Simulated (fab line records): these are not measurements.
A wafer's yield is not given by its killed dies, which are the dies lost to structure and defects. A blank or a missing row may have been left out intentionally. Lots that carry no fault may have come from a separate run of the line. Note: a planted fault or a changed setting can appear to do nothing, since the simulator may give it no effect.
A struck lot beside a sound one ; flow sky130 ; 18 steps out of a route of 708
Sound: wafers L153.1, L153.2, L153.6. Struck: wafer L160.1. (L160.3 of the same lot was not struck and is left out.) The cause comes at the end.
For every step that has rows: the tool of each side, followed by ch and its chambers, followed by its first start. Under that, the readings that differ: sound wafers ; struck wafers ; difference of the means ; sigmas: that difference in standard deviations of wafers without a fault.
alike: readings with means less than 2 such deviations apart, plus words and numbers identical on both sides. not compared: withheld readings, readings lacking a value on some wafer, bounds such as >300 that could conceal the same value, and numbers that have no deviation in the record and whose values overlap.
Wherever a step has rows on one side only, a row that says differs or no value, or a row with sigmas, the two part there. Numbers that don't overlap but have no deviation are shown without sigmas and don't part them. A reading that every wafer of one side lacks parts them only if that side has two wafers or more.

first, 3 steps without rows for these wafers: SKY_LI_CONTACT_EXPOSE_09 (exposes mask LICM1, target cd 170 nm); SKY_LI_CONTACT_PEB_10; SKY_LI_CONTACT_DEVELOP_11 (develop time 60 s).
SKY_LI_CONTACT_CD_MEAS_12: target cd 170 nm.
  sound: cd-sem-01 at day 33 01:17; struck: cd-sem-01 at day 35 06:05
  alike: cd-nm
SKY_LI_CONTACT_OVL_MEAS_13:
  sound: overlay-01 at day 33 01:25; struck: overlay-01 at day 35 06:13
  alike: LI_CONTACT_OVL
SKY_LI_CONTACT_ETCH_14: etches BARC in N2/H2, stops on SiO2, time 45.9 s, target depth 60 nm.
  sound on rie-diel-01 ch 1,2,3, day 33 01:27; struck on rie-diel-01 ch 0, day 35 06:15
  alike: drypump-motor-current-A, oes-product-au, throttle-valve-pct
  not compared: rf-hours-counter-h
SKY_LI_CONTACT_ETCH_15: etches PSG in C4F8/O2/Ar, stops on Si, target depth 600 nm.
  sound on rie-diel-01 ch 1,2,3, day 33 01:29; struck on rie-diel-01 ch 0, day 35 06:17
reading;sound;struck;difference;sigmas
oes-product-au (a.u.);0.840 0.833 0.843;0.826;-0.013;-3
SKY_LI_CONTACT_STRIP_16: strips in O2/N2.
  sound on plasma-asher-04 ch 0,1, day 33 01:35; struck on plasma-asher-03 ch 0, day 35 06:23
  alike: drypump-motor-current-A, oes-product-au, strip-time-to-endpoint-s
  not compared: rf-hours-counter-h
then, 2 steps without rows for these wafers: SKY_LI_CONTACT_CLEAN_17 (cleans in NMP, time 600 s); SKY_LI_CONTACT_PRE_CLEAN_18 (time 5.6 s).
SKY_LI_CONTACT_SPUTTER_19: material Ti, target thk 20 nm, time 106.37 s.
  sound: pvd-sputter-04 at day 33 01:52; struck: pvd-sputter-01 at day 35 06:40
reading;sound;struck;difference;sigmas
throttle-valve-pct (%);29.8 30.3 27.7;32.3;+3.0;+3
SKY_LI_CONTACT_SPUTTER_20: material TiN, target thk 20 nm, time 80 s.
  sound: pvd-sputter-04 at day 33 01:57; struck: pvd-sputter-01 at day 35 06:45
reading;sound;struck;difference;sigmas
throttle-valve-pct (%);29.6 30.4 27.4;32.3;+3.2;+3
SKY_LI_CONTACT_CVD_21: deposits W, target thk 400 nm, time 120.56 s.
  sound on cvd-w-01 ch 0,1, day 33 02:01; struck on cvd-w-01 ch 1, day 35 06:49
reading;sound;struck;difference;sigmas
model.W_of_LI_CONTACT_CVD_21.thk-nm (nm);394.7 401.8 403.5;451.6;+51.6;
  alike: heater-power-w
SKY_LI_CONTACT_RS_MEAS_22: a four-point-probe measurement.
  sound: film-metro-02 at day 33 02:08; struck: film-metro-01 at day 35 06:56
reading;sound;struck;difference;sigmas
LI_CONTACT_W_RS (ohm/sq);0.289 0.283 0.282;0.252;-0.033;-8
SKY_LI_CONTACT_THK_MEAS_23: measures by xrf.
  sound: film-metro-02 at day 33 02:15; struck: film-metro-01 at day 35 07:03
reading;sound;struck;difference;sigmas
LI_CONTACT_W_THK (nm);388 400 400;445;+49;+7
SKY_LI_CONTACT_CMP_24: polishes, stops on PSG, t overpolish 20 s, target thk 0 nm.
  sound on cmp-01 ch 0,1,2, day 33 02:19; struck on cmp-01 ch 0, day 35 07:07
reading;sound;struck;difference;sigmas
time-to-endpoint-s (s);94 94 93;106;+12;+3
  alike: motor-current-A
then, 1 step without rows for these wafers: SKY_LOCAL_INTERCONNECT_SPUTTER_00 (material TiN, target thk 100 nm, time 83.3 s).
SKY_PAD_OPEN_PROBE_99:
  the record has rows for the sound wafers here (prober-01, day 48 16:14) and none for the struck ones

== WHERE THEY PART ==
Last at SKY_PAD_OPEN_PROBE_99 as far as this record goes, first at SKY_LI_CONTACT_ETCH_15.

WHY: whatever the simulator had introduced
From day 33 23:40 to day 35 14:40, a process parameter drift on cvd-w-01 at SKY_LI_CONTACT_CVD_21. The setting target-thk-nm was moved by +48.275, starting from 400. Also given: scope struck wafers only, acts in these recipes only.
